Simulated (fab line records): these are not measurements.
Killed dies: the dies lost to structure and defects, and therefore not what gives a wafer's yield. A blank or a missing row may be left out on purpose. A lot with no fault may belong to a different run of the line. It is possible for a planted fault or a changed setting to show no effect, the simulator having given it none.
fab line records | flow gf180mcu
record: lots: 6 | wafers: 18 | last_day: 34
route steps=602 shown TOP_METAL@571 PASSIVATION@602
lots untouched by any fault: they come from a run of this same line in which no faults occurred
start_h: hours from the record's opening day to when the first of the lot's shown wafers began | wait_h: hours elapsed since this lot's preceding step | " identical to the entry in the row above | L1.1+2: a single row standing in for several wafers | - no value, or no start was given | * or withheld: withheld | < > ~ a bound
route shown NAME@n: names a module that has steps shown in the file, with the first one's number in the route | usual: the fault-free wafers' mean and standard deviation | same: alike in all rows | chamber/n: place in a boat | sites: the reading at each site | _std_site: how widely they spread, as a standard deviation | _edge_site: inner sites' mean taken away from outer sites' mean | radius_mm: for every site, how far away it sits from the centre of the wafer | mask NAME#n: copy n | behind: the most recent tool/chamber to have shaped the wafer | hold: what put the lot on hold/how long, in hours/how the hold closed | device: transistor that didn't switch, given as n, p or np | end of line: tests of these same wafers at the route's end | a step with no rows: only its recipe | killed: the dies lost at the first sort to structure and to defects; this is not the yield of the wafer | map: shows each die of a wafer: x if killed, . if not, _ if none is there
set.NAME: the setting the step ran with; set.NAME@STEP: the setting that earlier step ran with | model.NAME: the simulator's own value behind a step, which no gauge read
lots at selected steps of the route; one table per step, one row per wafer
services: when a tool's chamber went out of use (start_h, in hours from the record's first day, below 0 if earlier), for how many hours, and the reason
== steps ==
step: GF_TOP_METAL_SPUTTER_04
recipe: material: TiN | target_thk_nm: 25 | power_w: 6500 | time_s: 20.8 | chamber_pressure_pa: 0.4
usual: throttle_valve_pct: 29.5/0.93
lot.wafer | tool           | chamber | start_h | wait_h | throttle_valve_pct
L494.1    | pvd_sputter-02 | -       | 652.92  | 0.0    | 30.4
L494.2    | "              | -       | "       | "      | 29.5
L494.6    | "              | -       | "       | "      | 29.3
L499.1    | pvd_sputter-02 | -       | 689.33  | 0.0    | 29.6
L499.4    | "              | -       | "       | "      | 30.8
L499.5    | "              | -       | "       | "      | 29.2
L500.2    | pvd_sputter-04 | -       | 696.31  | 0.0    | 29.0
L500.4    | "              | -       | "       | "      | 28.5
L500.6    | "              | -       | "       | "      | 29.4
L512.4    | pvd_sputter-03 | -       | 774.86  | 0.0    | 31.0
L512.5    | "              | -       | "       | "      | 29.1
L512.6    | "              | -       | "       | "      | 30.7
L513.1    | pvd_sputter-04 | -       | 775.46  | 0.0    | 28.2
L513.5    | "              | -       | "       | "      | 29.5
L513.6    | "              | -       | "       | "      | 28.2
L515.1    | pvd_sputter-03 | -       | 785.39  | 0.0    | 31.4
L515.3    | "              | -       | "       | "      | 30.8
L515.4    | "              | -       | "       | "      | 29.5
step: GF_TOP_METAL_RS_MEAS_05
recipe: thk_meas_gauge: four-point-probe | reads: TiN_of_TOP_METAL_SPUTTER_04+Ti_of_TOP_METAL_SPUTTER_03+AlCu_of_TOP_METAL_SPUTTER_02+TiN_of_TOP_METAL_SPUTTER_01+Ti_of_TOP_METAL_SPUTTER_00
usual: TOP_METAL_ALCU_RS: 0.0327/0.00041
lot.wafer | tool          | chamber | start_h | wait_h | TOP_METAL_ALCU_RS[ohm/sq]
L494.1    | film_metro-01 | -       | 652.94  | 0.0    | 0.0327
L494.2    | "             | -       | "       | "      | 0.0326
L494.6    | "             | -       | "       | "      | 0.0332
L499.1    | film_metro-01 | -       | 689.36  | 0.0    | 0.0322
L499.4    | "             | -       | "       | "      | 0.0327
L499.5    | "             | -       | "       | "      | 0.0325
L500.2    | film_metro-01 | -       | 696.36  | 0.0    | 0.0323
L500.4    | "             | -       | "       | "      | 0.0315
L500.6    | "             | -       | "       | "      | 0.0325
L512.4    | film_metro-02 | -       | 774.95  | 0.1    | 0.0334
L512.5    | "             | -       | "       | "      | 0.0331
L512.6    | "             | -       | "       | "      | 0.0328
L513.1    | film_metro-02 | -       | 775.49  | 0.0    | 0.0328
L513.5    | "             | -       | "       | "      | 0.0330
L513.6    | "             | -       | "       | "      | 0.0326
L515.1    | film_metro-02 | -       | 785.41  | 0.0    | 0.0332
L515.3    | "             | -       | "       | "      | 0.0328
L515.4    | "             | -       | "       | "      | 0.0332
step: GF_TOP_METAL_THK_MEAS_06
recipe: thk_meas_gauge: xrf | reads: AlCu_of_TOP_METAL_SPUTTER_02
usual: TOP_METAL_ALCU_THK: 905/12
lot.wafer | tool          | chamber | start_h | wait_h | TOP_METAL_ALCU_THK[nm]
L494.1    | film_metro-01 | -       | 653.06  | 0.1    | 903
L494.2    | "             | -       | "       | "      | 909
L494.6    | "             | -       | "       | "      | 894
L499.1    | film_metro-01 | -       | 689.48  | 0.1    | 919
L499.4    | "             | -       | "       | "      | 905
L499.5    | "             | -       | "       | "      | 918
L500.2    | film_metro-01 | -       | 696.47  | 0.1    | 923
L500.4    | "             | -       | "       | "      | 937
L500.6    | "             | -       | "       | "      | 906
L512.4    | film_metro-02 | -       | 775.04  | 0.1    | 884
L512.5    | "             | -       | "       | "      | 903
L512.6    | "             | -       | "       | "      | 906
L513.1    | film_metro-02 | -       | 775.61  | 0.1    | 908
L513.5    | "             | -       | "       | "      | 900
L513.6    | "             | -       | "       | "      | 917
L515.1    | film_metro-02 | -       | 785.53  | 0.1    | 898
L515.3    | "             | -       | "       | "      | 908
L515.4    | "             | -       | "       | "      | 897
step: GF_TOP_METAL_DEHYDRATE_07
recipe: temp_c: 200 | time_s: 60
step: GF_TOP_METAL_HMDS_08
recipe: prime_time_s: 60 | prime_temp_c: 120
step: GF_TOP_METAL_COAT_09
recipe: resist: NOVOLAK | spin_rpm: 3000 | resist_thk_nm: 1500
step: GF_TOP_METAL_SOFTBAKE_10
recipe: temp_c: 90 | time_s: 60 | resist: NOVOLAK
step: GF_TOP_METAL_EXPOSE_11
recipe: mask_id: MetalTop | target_cd_nm: 440 | na: 0.6 | source_shape: conventional | sigma_outer: 0.6 | dose_mj: 170
step: GF_TOP_METAL_PEB_12
recipe: temp_c: withheld | time_s: * | resist: NOVOLAK
step: GF_TOP_METAL_DEVELOP_13
recipe: develop_time_s: 60 | dev_temp_c: 23
step: GF_TOP_METAL_CD_MEAS_14
recipe: target_cd_nm: 440
usual: cd_nm: 440.5/2.5
lot.wafer | tool      | chamber | start_h | wait_h | cd_nm
L494.1    | cd_sem-02 | -       | 672.22  | 0.2    | 437.8
L494.2    | "         | -       | "       | "      | 439.4
L494.6    | "         | -       | "       | "      | 435.7
L499.1    | cd_sem-01 | -       | 707.10  | 0.1    | 440.4
L499.4    | "         | -       | "       | "      | 441.4
L499.5    | "         | -       | "       | "      | 441.9
L500.2    | cd_sem-02 | -       | 714.35  | 0.1    | 441.7
L500.4    | "         | -       | "       | "      | 443.8
L500.6    | "         | -       | "       | "      | 441.3
L512.4    | cd_sem-01 | -       | 790.34  | 0.1    | 438.3
L512.5    | "         | -       | "       | "      | 436.4
L512.6    | "         | -       | "       | "      | 440.1
L513.1    | cd_sem-01 | -       | 790.95  | 0.1    | 441.7
L513.5    | "         | -       | "       | "      | 443.5
L513.6    | "         | -       | "       | "      | 440.6
L515.1    | cd_sem-01 | -       | 800.36  | 0.1    | 439.1
L515.3    | "         | -       | "       | "      | 440.3
L515.4    | "         | -       | "       | "      | 440.7
step: GF_TOP_METAL_OVL_MEAS_15
usual: TOP_METAL_OVL: 0.6/1.4
lot.wafer | tool       | chamber | start_h | wait_h | TOP_METAL_OVL[nm]
L494.1    | overlay-02 | -       | 672.34  | 0.1    | 0.8
L494.2    | "          | -       | "       | "      | 1.4
L494.6    | "          | -       | "       | "      | 0.2
L499.1    | overlay-02 | -       | 707.22  | 0.1    | 0.8
L499.4    | "          | -       | "       | "      | 1.7
L499.5    | "          | -       | "       | "      | 3.3
L500.2    | overlay-02 | -       | 714.46  | 0.1    | 1.1
L500.4    | "          | -       | "       | "      | 1.1
L500.6    | "          | -       | "       | "      | 1.2
L512.4    | overlay-01 | -       | 790.42  | 0.1    | 1.4
L512.5    | "          | -       | "       | "      | -1.0
L512.6    | "          | -       | "       | "      | 1.5
L513.1    | overlay-01 | -       | 791.07  | 0.1    | 0.8
L513.5    | "          | -       | "       | "      | 2.8
L513.6    | "          | -       | "       | "      | -1.0
L515.1    | overlay-01 | -       | 800.48  | 0.1    | 2.1
L515.3    | "          | -       | "       | "      | 0.6
L515.4    | "          | -       | "       | "      | 3.2
step: GF_TOP_METAL_METAL_ETCH_16
recipe: chemistry: Cl2/BCl3 | mask_material: NOVOLAK | target_depth_nm: 1077.5 | stop_on: SiO2 | pressure_mtorr: 8 | icp_w: 800 | bias_w: 140 | Cl2_flow_sccm: 80 | bcl3_flow_sccm: 40 | time_s: 179.6
usual: drypump_motor_current_A: 5.58/0.22 | oes_product_au: 0.965/0.0068 | throttle_valve_pct: 28.257/0.011
lot.wafer | tool         | chamber | start_h | wait_h | drypump_motor_current_A | oes_product_au | rf_hours_counter_h | throttle_valve_pct | model.etch.depth_nm | model.TOP_METAL.feature_depth_nm | model.NOVOLAK_of_TOP_METAL_COAT_09.thk_nm
L494.1    | rie_metal-01 | 1       | 672.38  | 0.0    | 5.77                    | 0.972          | 1                  | 28.245             | 1023                | 1023                             | 1082
L494.2    | "            | 0       | "       | "      | 5.73                    | 0.968          | 12                 | 28.273             | 1026                | 1026                             | 1065
L494.6    | "            | 1       | "       | "      | 5.77                    | 0.960          | -                  | 28.263             | 1010                | 1010                             | 1078
L499.1    | rie_metal-02 | 0       | 707.26  | 0.0    | 5.32                    | 0.968          | 5                  | 28.265             | 1035                | 1035                             | 1080
L499.4    | "            | 0       | "       | "      | 5.31                    | 0.975          | -                  | 28.258             | 1023                | 1023                             | 1082
L499.5    | "            | 0       | "       | "      | 5.33                    | 0.969          | -                  | 28.263             | 1027                | 1027                             | 1087
L500.2    | rie_metal-04 | 1       | 714.54  | 0.1    | 5.77                    | 0.979          | -                  | 28.245             | 1035                | 1035                             | 1068
L500.4    | "            | 1       | "       | "      | 5.78                    | 0.976          | -                  | 28.237             | 1055                | 1055                             | 1067
L500.6    | "            | 1       | "       | "      | 5.78                    | 0.968          | -                  | 28.253             | 1029                | 1029                             | 1068
L512.4    | rie_metal-01 | 1       | 790.49  | 0.1    | 5.77                    | 0.958          | -                  | 28.263             | 1006                | 1006                             | 1074
L512.5    | "            | 0       | "       | "      | 5.74                    | 0.967          | -                  | 28.261             | 1015                | 1015                             | 1059
L512.6    | "            | 1       | "       | "      | 5.79                    | 0.961          | -                  | 28.254             | 1022                | 1022                             | 1078
L513.1    | rie_metal-02 | 1       | 791.11  | 0.0    | 5.40                    | 0.845          | 11                 | 28.393             | 810.6               | 810.6                            | 1180
L513.5    | "            | 1       | "       | "      | 5.41                    | 0.961          | -                  | 28.251             | 1016                | 1016                             | 1068
L513.6    | "            | 0       | "       | "      | 5.32                    | 0.966          | -                  | 28.255             | 1029                | 1029                             | 1086
L515.1    | rie_metal-02 | 0       | 800.51  | 0.0    | 5.32                    | 0.836          | 9                  | 28.411             | 795.5               | 795.5                            | 1177
L515.3    | "            | 0       | "       | "      | 5.31                    | 0.834          | -                  | 28.388             | 797                 | 797                              | 1183
L515.4    | "            | 1       | "       | "      | 5.39                    | 0.844          | -                  | 28.415             | 805.9               | 805.9                            | 1177
step: GF_TOP_METAL_STRIP_17
recipe: chemistry: O2/N2 | power_w: 1400 | pressure_mtorr: 1500 | platen_temp_c: 250 | o2_flow_sccm: 3000 | n2_flow_sccm: 300 | overash_fraction: 0.5
usual: drypump_motor_current_A: 5.5/0.32 | heater_power_w: 343/16 | oes_product_au: 0.710/0.0046 | platen_temp_c: 249.95/0.18 | strip_time_to_endpoint_s: 13.48/0.098
lot.wafer | tool            | chamber | start_h | wait_h | drypump_motor_current_A | heater_power_w | oes_product_au | platen_temp_c | rf_hours_counter_h | strip_time_to_endpoint_s
L494.1    | plasma_asher-04 | 0       | 672.55  | 0.1    | 5.2                     | 330            | 0.708          | 250.09        | 106                | 13.59
L494.2    | "               | 1       | "       | "      | 5.8                     | 353            | 0.702          | 249.91        | 106                | 13.40
L494.6    | "               | 0       | "       | "      | 5.2                     | 335            | 0.713          | 250.04        | -                  | 13.55
L499.1    | plasma_asher-03 | 1       | 707.49  | 0.2    | 5.6                     | 349            | 0.708          | 249.97        | 61                 | 13.59
L499.4    | "               | 1       | "       | "      | 5.6                     | 342            | 0.705          | 250.35        | -                  | 13.59
L499.5    | "               | 1       | "       | "      | 5.6                     | 363            | 0.710          | 249.94        | -                  | 13.66
L500.2    | plasma_asher-03 | 1       | 714.84  | 0.2    | 5.6                     | 355            | 0.705          | 249.51        | 61                 | 13.42
L500.4    | "               | 0       | "       | "      | 5.8                     | 334            | 0.705          | 250.04        | -                  | 13.40
L500.6    | "               | 0       | "       | "      | 5.9                     | 322            | 0.709          | 249.84        | -                  | 13.43
L512.4    | plasma_asher-01 | 0       | 790.64  | 0.1    | 5.0                     | 312            | 0.713          | 250.10        | -                  | 13.51
L512.5    | "               | 0       | "       | "      | 5.0                     | 329            | 0.705          | 250.09        | -                  | 13.32
L512.6    | "               | 1       | "       | "      | 5.7                     | 349            | 0.714          | 250.04        | -                  | 13.55
L513.1    | plasma_asher-04 | 0       | 791.34  | 0.2    | 5.2                     | 335            | 0.713          | 250.14        | 5                  | 14.73
L513.5    | "               | 0       | "       | "      | 5.2                     | 342            | 0.710          | 250.12        | -                  | 13.43
L513.6    | "               | 1       | "       | "      | 5.8                     | 376            | 0.713          | 249.97        | -                  | 13.64
L515.1    | plasma_asher-04 | 0       | 800.75  | 0.2    | 5.2                     | 340            | 0.713          | 249.83        | 6                  | 14.68
L515.3    | "               | 1       | "       | "      | 5.7                     | 376            | 0.714          | 250.03        | -                  | 14.74
L515.4    | "               | 0       | "       | "      | 5.2                     | 330            | 0.704          | 249.80        | -                  | 14.68
step: GF_TOP_METAL_STRIP_18
recipe: chemistry: post_etch_residue_remover | time_s: 1200 | temp_c: 72.5
step: GF_PASSIVATION_PROBE_99
lot.wafer  | tool      | chamber | start_h | wait_h | model.etest.pplus_sal_6v.short | model.etest.dnwell_pinched.short | model.etest.pmos_3p3.short | model.etest.via2_chain.short | model.etest.nmos_3p3.short | model.etest.contact_to_gate.short | model.etest.pmos_6p0.over_limit | model.etest.nldd_3p3.short
L494.1+2+6 | prober-02 | -       | 693.92  | 0.1    | 0                              | 0                                | 0                          | 0                            | 0                          | 0                                 | 0                               | 0
L499.1+4+5 | prober-01 | -       | 728.07  | 0.1    | 0                              | 0                                | 0                          | 0                            | 0                          | 0                                 | 0                               | 0
L500.2+4+6 | prober-02 | -       | 735.92  | 0.1    | 0                              | 0                                | 0                          | 0                            | 0                          | 0                                 | 0                               | 0
L512.4+5+6 | prober-02 | -       | 808.46  | 0.2    | 0                              | 0                                | 0                          | 0                            | 0                          | 0                                 | 0                               | 0
L513.1     | prober-02 | -       | 809.01  | 0.1    | 1                              | 1                                | 1                          | 1                            | 1                          | 1                                 | 1                               | 1
L513.5+6   | prober-02 | -       | 809.21  | 0.2    | 0                              | 0                                | 0                          | 0                            | 0                          | 0                                 | 0                               | 0
L515.1+3+4 | prober-02 | -       | 818.56  | 0.1    | 1                              | 1                                | 1                          | 1                            | 1                          | 1                                 | 1                               | 1
killed by level:class
L494.1 V4:geometric_particle:open=7 V4:geometric_particle:short=6 CONTACT:geometric_particle:short=4 CONTACT:geometric_particle:open=4 M1:geometric_particle:short=3 V1:geometric_particle:open=3 M2:geometric_particle:short=3 M5:geometric_particle:short=3
L494.2 V1:geometric_particle:open=6 CONTACT:geometric_particle:open=5 V2:geometric_particle:open=4 V4:geometric_particle:short=4 V5:geometric_particle:open=3 POLY_GATE:geometric_particle:short=2 M1:geometric_particle:short=2 M2:geometric_particle:short=2
L494.6 V5:geometric_particle:open=7 V4:geometric_particle:open=6 V1:geometric_particle:open=4 V3:geometric_particle:open=4 V1:geometric_particle:short=3 CONTACT:geometric_particle:open=3 M2:geometric_particle:short=3 V2:geometric_particle:short=3
L499.1 CONTACT:geometric_particle:open=6 V1:geometric_particle:open=5 STI:geometric_particle:open=3 V2:geometric_particle:open=3 V3:geometric_particle:open=3 V4:geometric_particle:open=3 V1:geometric_particle:short=2 V2:geometric_particle:short=2
L499.4 V5:geometric_particle:open=6 STI:geometric_particle:short=5 V3:geometric_particle:open=4 STI:geometric_particle:open=3 CONTACT:geometric_particle:open=3 V1:geometric_particle:open=3 V2:geometric_particle:open=3 M3:geometric_particle:short=3
L499.5 V3:geometric_particle:open=6 M1:geometric_particle:short=4 V1:geometric_particle:short=4 V2:geometric_particle:short=4 V2:geometric_particle:open=4 V4:geometric_particle:open=3 V4:geometric_particle:short=3 M3:geometric_particle:short=2
L500.2 CONTACT:geometric_particle:open=8 V2:geometric_particle:open=7 V3:geometric_particle:open=6 STI:geometric_particle:short=3 CONTACT:geometric_particle:short=3 V1:geometric_particle:short=3 M2:geometric_particle:short=3 V3:geometric_particle:short=3
L500.4 CONTACT:geometric_particle:short=5 V1:geometric_particle:open=4 V4:geometric_particle:open=4 V5:geometric_particle:open=4 STI:geometric_particle:short=3 CONTACT:geometric_particle:open=3 V1:geometric_particle:short=3 V3:geometric_particle:open=3
L500.6 V3:geometric_particle:open=9 V5:geometric_particle:open=7 V4:geometric_particle:open=4 M1:geometric_particle:short=4 V1:geometric_particle:open=4 V2:geometric_particle:open=4 CONTACT:geometric_particle:short=3 CONTACT:geometric_particle:open=3
L512.4 V2:geometric_particle:open=6 V4:geometric_particle:open=4 V5:geometric_particle:open=4 M1:geometric_particle:short=3 V1:geometric_particle:open=3 V3:geometric_particle:short=3 V3:geometric_particle:open=3 STI:geometric_particle:short=2
L512.5 STI:geometric_particle:open=5 V2:geometric_particle:open=5 V5:geometric_particle:open=5 STI:geometric_particle:short=4 CONTACT:geometric_particle:open=4 V3:geometric_particle:open=4 CONTACT:geometric_particle:short=3 V4:geometric_particle:open=3
L512.6 V5:geometric_particle:open=6 STI:geometric_particle:short=5 CONTACT:geometric_particle:open=4 V4:geometric_particle:open=4 V1:geometric_particle:open=3 V3:geometric_particle:short=3 CONTACT:geometric_particle:short=2 V1:geometric_particle:short=2
== services ==
tool            | chamber | start_h | hours | kind
rie_metal-01    | 1       | 636.20  | 5.8   | repair
rie_metal-01    | 1       | 642.01  | -     | clean
rie_metal-01    | 1       | 642.01  | 17.8  | scheduled_down
rie_metal-01    | 1       | 642.01  | 17.8  | vent_cycle
plasma_asher-01 | -       | 661.91  | 15.6  | pm
rie_metal-02    | 1       | 661.97  | 6.2   | repair
plasma_asher-03 | -       | 666.39  | 1.4   | repair
plasma_asher-01 | -       | 677.51  | 14.6  | pm
plasma_asher-01 | -       | 692.11  | 1.7   | pm
plasma_asher-04 | -       | 696.87  | 6.8   | repair
rie_metal-04    | 0       | 710.28  | 61.1  | repair
rie_metal-01    | -       | 718.22  | 0.7   | repair
plasma_asher-04 | -       | 733.75  | 9.0   | pm
plasma_asher-04 | 0       | 733.75  | 9.0   | vent_cycle
plasma_asher-04 | 1       | 733.75  | 9.0   | vent_cycle
pvd_sputter-02  | -       | 738.22  | 2.4   | repair
plasma_asher-04 | 0       | 742.75  | -     | clean
plasma_asher-04 | 1       | 742.75  | -     | clean
rie_metal-04    | -       | 743.11  | 0.3   | repair
plasma_asher-04 | -       | 744.69  | 1.2   | repair
plasma_asher-03 | -       | 756.89  | 2.2   | repair
plasma_asher-03 | -       | 785.14  | 1.2   | repair
rie_metal-01    | -       | 795.83  | 2.8   | pm
pvd_sputter-04  | -       | 800.35  | 2.9   | repair
== key ==
first_sign: step: GF_TOP_METAL_METAL_ETCH_16 | reading: oes_product_au | direction: down | sigmas: 18 | usual: 0.965 | struck: 0.840
effect: step: GF_TOP_METAL_METAL_ETCH_16 | reading: throttle_valve_pct | direction: up | sigmas: 13 | usual: 28.257 | struck: 28.402
effect: step: GF_TOP_METAL_STRIP_17 | reading: strip_time_to_endpoint_s | direction: up | sigmas: 13 | usual: * | struck: *
model_effect: step: GF_TOP_METAL_METAL_ETCH_16 | value: etch.depth_nm | without: 1018 | struck: 802.2
model_effect: step: GF_PASSIVATION_PROBE_99 | value: etest.pplus_sal_6v.short | without: 0 | struck: 1
met_at GF_TOP_METAL_METAL_ETCH_16
struck_wafers L513.1,L515.1,L515.3,L515.4
sort_left_out L513.1,L515.1,L515.3,L515.4
onset_between 707.26 791.11
fault: kind: process_parameter_drift | tool: rie_metal-02 | chamber: - | onset_h: 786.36 | steps: GF_TOP_METAL_METAL_ETCH_16 | channel: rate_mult | offset: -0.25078 | shape: step | end_h: 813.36 | scope: struck_wafers_only
sort_left_out: the simulated sort isn't trusted on such a fault, so these wafers' sort isn't shown, and their yield isn't known
